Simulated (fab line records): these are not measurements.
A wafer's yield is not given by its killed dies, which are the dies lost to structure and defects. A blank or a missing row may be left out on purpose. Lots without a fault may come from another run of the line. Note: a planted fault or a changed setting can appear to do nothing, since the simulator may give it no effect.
Commonality check across tools -- flow gf180mcu -- 14 lots, 48 wafers sampled

== THE REASON FOR OPENING IT ==
2 of 14 lots carry a flag on the reading V4_CVD_00_THK at GF_V4_THK_MEAS_01. Wafers without a fault read 603 nm, standard deviation 5.8.
Rule: a lot gets a flag if all its wafers with a number sit over 4 standard deviations from that mean, or if no wafer of it has a number. The other lots count as sound.

lot,measured,on,"V4_CVD_00_THK (nm), wafer by wafer",flag
L347,day 23 20:21,filmMetro-02,611 601 611,
L349,day 24 19:19,filmMetro-01,610 604 603,
L354,day 26 07:33,filmMetro-02,1205 1206 1198 1205 1206 1198,FLAGGED
L356,day 26 17:48,filmMetro-04,597 603 599,
L358,day 27 10:13,filmMetro-04,605 599 603,
L359,day 27 20:20,filmMetro-01,1219 1205 1213 1218 1205 1213,FLAGGED
L360,day 28 03:20,filmMetro-02,606 614 607,
L361,day 28 05:08,filmMetro-01,598 604 607,
L362,day 28 13:46,filmMetro-02,597 597 603,
L363,day 28 20:55,filmMetro-01,593 598 596,
L365,day 29 12:01,filmMetro-04,600 604 610,
L366,day 29 20:20,filmMetro-04,598 600 597,
L367,day 30 03:32,filmMetro-04,605 603 612,
L369,day 30 13:34,filmMetro-04,601 601 602,
Averaged over the flagged lots the numbers come to 1208 nm, +605 nm from the usual (+99 or more standard deviations).

== WHICH TOOL RAN EACH LOT ==
The record holds 1 process step before the reading, out of a route of 602 steps. Every cell lists first the tool, next ch and the chambers used by the sampled wafers, and last the start.
lot,flag,GF_V4_CVD_00
L347,,"hdpcvd-02 ch 1,2, day 23 20:15"
L349,,"hdpcvd-02 ch 0,1, day 24 19:14"
L354,FLAGGED,"hdpcvd-02 ch 0,2, day 26 07:13"
L356,,"hdpcvd-01 ch 0,1, day 26 17:44"
L358,,"hdpcvd-01 ch 0,1, day 27 10:09"
L359,FLAGGED,"hdpcvd-01 ch 1,2, day 27 20:00"
L360,,"hdpcvd-01 ch 0,1,2, day 28 03:16"
L361,,"hdpcvd-01 ch 0,1, day 28 05:03"
L362,,"hdpcvd-01 ch 1,2, day 28 13:40"
L363,,"hdpcvd-01 ch 0,1, day 28 20:50"
L365,,"hdpcvd-01 ch 0,2, day 29 11:57"
L366,,"hdpcvd-02 ch 0,1, day 29 20:15"
L367,,"hdpcvd-01 ch 1,2, day 30 03:28"
L369,,"hdpcvd-01 ch 0,2, day 30 13:30"
These steps, and what they do:
- GF_V4_CVD_00: deposits SiO2, target thk 600 nm, time 100 s.
- GF_V4_THK_MEAS_01

== FLAGGED OVER TOTAL, TOOL BY TOOL (the gauges that took the reading come last) ==
step,tool,lots run,flagged,share of the flagged lots,sound lots run after its first flagged lot
GF_V4_CVD_00,hdpcvd-01,10,1,some,"7 (L360,L361,L362,L363,L365,L367,L369)"
GF_V4_CVD_00,hdpcvd-02,4,1,some,1 (L366)
GF_V4_THK_MEAS_01,filmMetro-01,4,1,some,"2 (L361,L363)"
GF_V4_THK_MEAS_01,filmMetro-02,4,1,some,"2 (L360,L362)"
GF_V4_THK_MEAS_01,filmMetro-04,6,0,none,-

== THE TABLE: WHAT IT ALLOWS ==
No row of the table ran every flagged lot.

== WHAT WAS PUT IN BY THE SIMULATOR ==
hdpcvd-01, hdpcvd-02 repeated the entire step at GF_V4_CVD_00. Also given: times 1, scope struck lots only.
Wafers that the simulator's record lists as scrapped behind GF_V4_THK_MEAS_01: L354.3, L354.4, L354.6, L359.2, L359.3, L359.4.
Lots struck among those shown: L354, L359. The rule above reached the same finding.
